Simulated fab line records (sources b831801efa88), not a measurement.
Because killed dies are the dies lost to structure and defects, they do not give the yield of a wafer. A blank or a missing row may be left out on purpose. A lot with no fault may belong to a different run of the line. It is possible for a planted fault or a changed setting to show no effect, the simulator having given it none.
Which tool did it? | flow gf180mcu | 14 lots with 41 wafers sampled at 3 steps, on a route of 602 steps

== WHAT THE GAUGES SHOWED, per wafer ==
GF_V1_THK_MEAS_03. Usual: V1_CVD_02_THK gives 842 nm (standard deviation 12).
lot  | measured     | on            | V1_CVD_02_THK (nm) | flag
L312 | day 16 14:21 | film_metro-04 | 866 850 856        |
L313 | day 17 22:02 | film_metro-03 | 849 845 876        |
L314 | day 18 13:58 | film_metro-03 | 831 837 828        |
L315 | day 18 15:49 | film_metro-04 | 824 823 838        |
L316 | day 19 07:11 | film_metro-03 | 849 851 848        |
L317 | day 19 19:38 | film_metro-03 | 833 854 845        |
L318 | day 20 02:26 | film_metro-03 | 831 841 837        |
L320 | day 20 15:31 | film_metro-02 | 839 862 866        |
L321 | day 20 18:24 | film_metro-04 | 824 820 831        |
L322 | day 21 12:56 | film_metro-03 | 833 856 852        |
L325 | day 22 01:05 | film_metro-03 | 839 834 849        |
L329 | day 23 12:05 | film_metro-04 | 856 854            |
L332 | day 24 10:29 | film_metro-03 | 829 838 843        |
L333 | day 24 22:40 | film_metro-04 | 850 861 855        |

GF_M2_CD_MEAS_14: target cd 280 nm. Usual: cd_nm reads 280.0 nm (standard deviation 1.2).
lot  | measured     | on        | cd_nm (nm)        | flag
L312 | day 18 15:10 | cd_sem-01 | 279.4 280.2 280.2 |
L313 | day 20 01:05 | cd_sem-02 | 279.0 280.2 278.5 |
L314 | day 20 16:59 | cd_sem-02 | 279.5 280.2 281.2 |
L315 | day 20 18:46 | cd_sem-02 | 279.3 279.6 279.4 |
L316 | day 21 10:40 | cd_sem-02 | 279.2 278.3 278.2 |
L317 | day 21 22:26 | cd_sem-02 | 279.0 279.4 279.0 |
L318 | day 22 04:55 | cd_sem-02 | 277.0 278.9 278.4 |
L320 | day 22 17:10 | cd_sem-01 | 280.8 281.9 282.4 |
L321 | day 22 19:59 | cd_sem-02 | 280.2 280.5 280.6 |
L322 | day 23 14:04 | cd_sem-01 | 279.7 279.5 280.6 |
L325 | day 24 00:50 | cd_sem-01 | 281.1 279.8 280.9 |
L329 | day 25 09:31 | cd_sem-02 | 280.2 279.6       |
L332 | day 26 07:56 | cd_sem-02 | 282.5 281.1 282.5 |
L333 | day 26 18:57 | cd_sem-02 | 281.2 281.7 281.3 |

== EACH LOT AND THE TOOL THAT RAN IT (in order: tool; ch and the chambers of the sampled wafers; start) ==
lot  | GF_V1_CVD_23
L312 | cvd_w-01 ch 0,1, day 17 14:43
L313 | cvd_w-02 ch 0,1, day 18 23:46
L314 | cvd_w-01 ch 0,1, day 19 16:08
L315 | cvd_w-01 ch 0,1, day 19 17:44
L316 | cvd_w-02 ch 0, day 20 09:23
L317 | cvd_w-01 ch 1, day 20 21:59
L318 | cvd_w-02 ch 0,1, day 21 03:59
L320 | cvd_w-01 ch 0,1, day 21 16:17
L321 | cvd_w-01 ch 0,1, day 21 19:47
L322 | cvd_w-01 ch 0,1, day 22 14:11
L325 | cvd_w-01 ch 0,1, day 23 01:34
L329 | cvd_w-01 ch 0,1, day 24 11:16
L332 | cvd_w-01 ch 0,1, day 25 09:44
L333 | cvd_w-01 ch 0,1, day 25 21:37
- GF_V1_CVD_23: deposits W, target thk 350 nm, time 105.05 s.

== AS READ BY THE TOOLS THEMSELVES (means over the sampled wafers that have a number; for cases with no such wafer, the mark the record gives instead) ==
GF_V1_CVD_23. Usual: heater_power_outer_w 515 W, standard deviation 66; heater_power_w 837 W, standard deviation 100.
lot  | tool     | heater_power_outer_w (W) | heater_power_w (W) | flag
L312 | cvd_w-01 | 532                      | 904                |
L313 | cvd_w-02 | 454                      | 727                |
L314 | cvd_w-01 | 532                      | 906                |
L315 | cvd_w-01 | 528                      | 886                |
L316 | cvd_w-02 | 420                      | 700                |
L317 | cvd_w-01 | 505                      | 855                |
L318 | cvd_w-02 | 488                      | 743                |
L320 | cvd_w-01 | 571                      | 930                |
L321 | cvd_w-01 | 531                      | 889                |
L322 | cvd_w-01 | 575                      | 939                |
L325 | cvd_w-01 | 542                      | 903                |
L329 | cvd_w-01 | 547                      | 924                |
L332 | cvd_w-01 | 577                      | 927                |
L333 | cvd_w-01 | 543                      | 897                |

== THE ANSWER, worked out from the rows above alone ==
Rule: a lot counts as off when the mean over its wafers that have a number is more than 3 standard deviations away from the usual mean. A lot without any number at a reading at which 4 lots or more have one is off too. The other lots that the step has rows for count as sound. After the gauges, taken in route order, come the tools' own readings; for these a lot's mean is taken, as printed above. The first step at which some lot is off is used, and at that step the reading that is off furthest; a lot without a number counts as furthest.
Nothing can be told from this: no lot is off at any reading shown.

== WHAT THE SIMULATOR HAD INSERTED ==
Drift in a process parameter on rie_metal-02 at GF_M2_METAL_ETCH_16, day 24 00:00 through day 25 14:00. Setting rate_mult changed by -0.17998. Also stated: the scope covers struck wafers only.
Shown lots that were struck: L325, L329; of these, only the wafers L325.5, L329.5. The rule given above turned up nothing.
